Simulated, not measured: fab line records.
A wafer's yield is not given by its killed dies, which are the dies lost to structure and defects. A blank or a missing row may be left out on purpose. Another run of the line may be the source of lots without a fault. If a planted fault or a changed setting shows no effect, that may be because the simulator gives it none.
8D (eight disciplines) problem report, filled in by code ; flow sfq_line ; the parts of the form that need people (team, actions taken, sign-off) are left out

## 1. PROBLEM STATEMENT
Wafers without a fault read 0.841 a.u., standard deviation 0.0075; oes_product_au at SFQ_TRILAYER_L0_VIA_ETCH_VIA_ETCH_016 reads a mean of 0.803 a.u. on 2 wafers belonging to 2 lots. That puts it -5.1 standard deviations away from the usual mean.
The step: etches SiO2 in CHF3, stops on MoNx KI, target depth 80 nm.
First observed at day 10 18:09: wafer L398.4, on rie_diel-04. Wafers with a number at this step in the record: 40, from 14 lots. Rule for "out", or "out of limits": more than 4 standard deviations from the usual mean. Any other wafer with a number is counted as sound.

## 2. WHAT THIS IS AND IS NOT
question;is;is not
which readings at this step;oes_product_au;drypump_motor_current_A
which lots;L398, L400;L388, L389, L390, L391, L393, L394, L396, L406, L408, L409, L410, L411
which wafers of those lots;L398.4, L400.6;L398.3, L400.3
read on which tools;rie_diel-04;rie_diel-01, rie_diel-02
when;from day 10 18:09;"up to then (22 sound wafers); but 16 sound wafers of L400, L406, L408, L409, L410, L411 came after"

## 3. THE SUSPECTS, EACH WITH WHAT RULES IT OUT
Counting: a tool at a process step up to the reading stays a suspect if it ran every lot that is out. Sound lots after the first of them don't rule it out here, since some wafers of a struck lot are sound.
- pecvd-01 at SFQ_TRILAYER_L0_CAP_PECVD_011 (deposits SiO2 from SiH4/N2O, time 13.333 s, target thk 60 nm): kept. Every lot that is out went through it, the first being L398 (day 6 18:23); the last sound lot it ran before that was L396 (day 6 05:11).
- rie_diel-04 at SFQ_TRILAYER_L0_VIA_ETCH_VIA_ETCH_016 (etches SiO2 in CHF3, stops on MoNx KI, target depth 80 nm): kept. Every lot that is out went through it, the first being L398 (day 10 18:09); the last sound lot it ran before that was L388 (day 4 22:02). Its own readings are out on those wafers: oes_product_au.
- Within rie_diel-04 at SFQ_TRILAYER_L0_VIA_ETCH_VIA_ETCH_016: the wafers that are out ran in chambers 0, 3; their sound lot-mates ran in chamber 1.
Remaining after the count are pecvd-01 at SFQ_TRILAYER_L0_CAP_PECVD_011 and rie_diel-04 at SFQ_TRILAYER_L0_VIA_ETCH_VIA_ETCH_016.

## 4. THE CAUSE (what the simulator had put in)
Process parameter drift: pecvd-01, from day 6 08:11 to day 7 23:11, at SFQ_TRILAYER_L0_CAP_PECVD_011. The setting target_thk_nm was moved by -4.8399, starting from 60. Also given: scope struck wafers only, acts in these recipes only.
Counting leaves 2 suspects; this tool is one of them.

## 5. THE CHAIN OF EFFECTS, in route order
Each row: a reading whose mean over the struck wafers that have a number lies more than 3 standard deviations from the usual. Readings are gone through only where the record gives a usual standard deviation; hours: the median, over the lots, of the time from a lot's start at the first step in this table giving one to that lot's start at this step; sigmas: the change measured in usual standard deviations.
hours;step;reading;usual;on struck wafers;change;sigmas
0;SFQ_TRILAYER_L0_VIA_ETCH_VIA_ETCH_016;oes_product_au;0.841 a.u.;0.803;-0.038;-5.1
Here are the process steps it includes:
- SFQ_TRILAYER_L0_VIA_ETCH_VIA_ETCH_016: etches SiO2 in CHF3, stops on MoNx KI, target depth 80 nm.
Later measuring or inspecting steps at which every struck wafer that the step has a row for has a number for every such reading, and none has moved that far: SFQ_I4_OVL_MEAS_928, SFQ_M8_OVL_MEAS_948.

## 6. WHAT WOULD HAVE CAUGHT IT SOONER
First out-of-limits reading in this record: day 10 18:09, which is 106 hours after fault onset at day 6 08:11.
Of the tool readings at SFQ_TRILAYER_L0_CAP_PECVD_011 for which the record gives a usual standard deviation, none was out on any struck wafer, so an alarm limit of 4 standard deviations on them would not have fired.
Each of the lots that are out, 2 in all, had begun SFQ_TRILAYER_L0_CAP_PECVD_011 on pecvd-01 no later than day 10 18:09. Had the tool been put on hold then, not one of them would have been saved.
